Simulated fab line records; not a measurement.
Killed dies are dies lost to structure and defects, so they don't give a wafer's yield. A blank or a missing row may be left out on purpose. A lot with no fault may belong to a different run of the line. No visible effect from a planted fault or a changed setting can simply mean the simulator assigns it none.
Which tool did it? + flow sky130 + 42 wafers from 14 lots sampled at 4 of the route's 708 steps

## WHAT THE GAUGES READ, wafer by wafer
SKY_LDD_HVP_TW_MEAS_10. Usual: LDD_HVP_TW 451, standard deviation 3.1.
| lot  | measured     | on            | LDD_HVP_TW  | flag |
|------|--------------|---------------|-------------|------|
| L970 | day 23 03:14 | film metro-03 | 456 457 455 |      |
| L972 | day 23 09:19 | film metro-03 | 453 455 454 |      |
| L973 | day 23 10:53 | film metro-04 | 448 449 448 |      |
| L971 | day 23 11:10 | film metro-03 | 455 457 455 |      |
| L975 | day 24 00:39 | film metro-04 | 446 448 446 |      |
| L974 | day 24 00:58 | film metro-04 | 445 447 446 |      |
| L976 | day 24 23:24 | film metro-02 | 450 454 452 |      |
| L979 | day 26 03:33 | film metro-02 | 450 452 451 |      |
| L978 | day 26 09:22 | film metro-02 | 450 451 450 |      |
| L981 | day 26 15:19 | film metro-02 | 449 451 451 |      |
| L980 | day 26 16:34 | film metro-02 | 448 452 451 |      |
| L983 | day 27 06:43 | film metro-02 | 449 450 449 |      |
| L984 | day 27 07:57 | film metro-02 | 452 452 453 |      |
| L991 | day 29 13:29 | film metro-02 | 451 452 452 |      |

SKY_SD_N_RS_MEAS_18: the measuring method here is four-point-probe. Usual: RES_XHIGH_RS 329.4 ohm/sq, standard deviation 1.2.
| lot  | measured     | on            | RES_XHIGH_RS (ohm/sq) | flag |
|------|--------------|---------------|-----------------------|------|
| L970 | day 29 07:14 | film metro-04 | 331.1 332.1 330.9     |      |
| L972 | day 29 12:49 | film metro-03 | 329.8 329.2 329.3     |      |
| L973 | day 29 13:55 | film metro-03 | 329.9 329.9 331.1     |      |
| L971 | day 29 14:29 | film metro-01 | 328.8 329.0 329.5     |      |
| L975 | day 30 03:52 | film metro-01 | 328.8 329.6 328.9     |      |
| L974 | day 30 02:53 | film metro-04 | 328.6 329.3 327.9     |      |
| L976 | day 31 01:04 | film metro-04 | 328.3 327.7 327.7     |      |
| L979 | day 32 04:16 | film metro-03 | 328.6 328.4 328.2     |      |
| L978 | day 32 06:45 | film metro-04 | 329.9 329.0 330.5     |      |
| L981 | day 32 12:30 | film metro-03 | 329.7 328.8 330.3     |      |
| L980 | day 32 14:48 | film metro-01 | 328.0 327.6 328.6     |      |
| L983 | day 33 02:57 | film metro-01 | 330.3 331.1 330.6     |      |
| L984 | day 33 02:59 | film metro-04 | 331.2 331.0 330.6     |      |
| L991 | day 35 05:40 | film metro-04 | 330.5 329.9 332.6     |      |

SKY_LI_CONTACT_RS_MEAS_22: the measuring method here is four-point-probe. Usual: LI_CONTACT_W_RS 0.2848 ohm/sq, standard deviation 0.0026.
| lot  | measured     | on            | LI_CONTACT_W_RS (ohm/sq) | flag |
|------|--------------|---------------|--------------------------|------|
| L970 | day 30 12:13 | film metro-01 | 0.2869 0.2851 0.2870     |      |
| L972 | day 30 17:41 | film metro-01 | 0.2829 0.2809 0.2819     |      |
| L973 | day 30 18:41 | film metro-04 | 0.2848 0.2804 0.2803     |      |
| L971 | day 30 19:38 | film metro-01 | 0.2868 0.2868 0.2853     |      |
| L975 | day 31 08:40 | film metro-04 | 0.2879 0.2837 0.2852     |      |
| L974 | day 31 07:23 | film metro-01 | 0.2832 0.2860 0.2811     |      |
| L976 | day 32 06:15 | film metro-01 | 0.2857 0.2838 0.2839     |      |
| L979 | day 33 08:52 | film metro-04 | 0.2874 0.2874 0.2829     |      |
| L978 | day 33 11:16 | film metro-01 | 0.2832 0.2804 0.2838     |      |
| L981 | day 33 16:38 | film metro-04 | 0.2865 0.2894 0.2865     |      |
| L980 | day 33 17:53 | film metro-03 | 0.2839 0.2832 0.2853     |      |
| L983 | day 34 06:52 | film metro-04 | 0.2840 0.2882 0.2829     |      |
| L984 | day 34 06:59 | film metro-01 | 0.2823 0.2853 0.2862     |      |
| L991 | day 36 03:47 | film metro-01 | 0.2878 0.2888 0.2886     |      |

## TOOL THAT RAN EACH LOT (tool first, then ch and the chambers of the sampled wafers, then the start)
| lot  | SKY_SD_P_DEVELOP_06               |
|------|-----------------------------------|
| L970 | litho track-01 ch 0, day 26 21:18 |
| L972 | litho track-02 ch 0, day 27 03:19 |
| L973 | litho track-03 ch 0, day 27 04:08 |
| L971 | litho track-01 ch 0, day 27 06:57 |
| L975 | litho track-02 ch 0, day 27 17:08 |
| L974 | litho track-01 ch 0, day 27 17:00 |
| L976 | litho track-02 ch 0, day 28 16:17 |
| L979 | litho track-02 ch 0, day 29 19:35 |
| L978 | litho track-03 ch 0, day 29 23:28 |
| L981 | litho track-02 ch 0, day 30 04:53 |
| L980 | litho track-03, day 30 07:22      |
| L983 | litho track-03, day 30 19:43      |
| L984 | litho track-01 ch 0, day 30 20:19 |
| L991 | litho track-03 ch 0, day 33 00:50 |
- SKY_SD_P_DEVELOP_06: develop time 60 s.

## AS READ BY THE TOOLS THEMSELVES (means over the sampled wafers that have a number; for cases with no such wafer, the mark the record gives instead)
SKY_SD_P_DEVELOP_06. Usual: chill plate temp C 22.98 C, standard deviation 0.11.
| lot  | tool           | chill plate temp C (C) | flag |
|------|----------------|------------------------|------|
| L970 | litho track-01 | 23.18                  |      |
| L972 | litho track-02 | 23.00                  |      |
| L973 | litho track-03 | 22.96                  |      |
| L971 | litho track-01 | 23.03                  |      |
| L975 | litho track-02 | 22.92                  |      |
| L974 | litho track-01 | 22.88                  |      |
| L976 | litho track-02 | 22.97                  |      |
| L979 | litho track-02 | 23.05                  |      |
| L978 | litho track-03 | 23.01                  |      |
| L981 | litho track-02 | 23.05                  |      |
| L980 | litho track-03 | -                      | OFF  |
| L983 | litho track-03 | -                      | OFF  |
| L984 | litho track-01 | 22.97                  |      |
| L991 | litho track-03 | 23.12                  |      |

## THE ANSWER, worked out from the rows above alone
Rule: a lot counts as off when the mean over its wafers that have a number is more than 3 standard deviations away from the usual mean. Also off: a lot with no number at a reading for which 4 or more lots have one. All remaining lots with rows at the step are treated as sound. After the gauges, taken in route order, come the tools' own readings; for these a lot's mean is taken, as printed above. The first step at which some lot is off is used, and at that step the reading that is off furthest; a lot without a number counts as furthest.
Off, at SKY_SD_P_DEVELOP_06 on chill plate temp C: L980, L983. Without a number there: L980, L983.
If a tool, at that step or one of the process steps before it, ran each lot that is off and ran no sound lot following the first of them, it fits. None of those tried fits.

## WHAT WAS PUT IN BY THE SIMULATOR
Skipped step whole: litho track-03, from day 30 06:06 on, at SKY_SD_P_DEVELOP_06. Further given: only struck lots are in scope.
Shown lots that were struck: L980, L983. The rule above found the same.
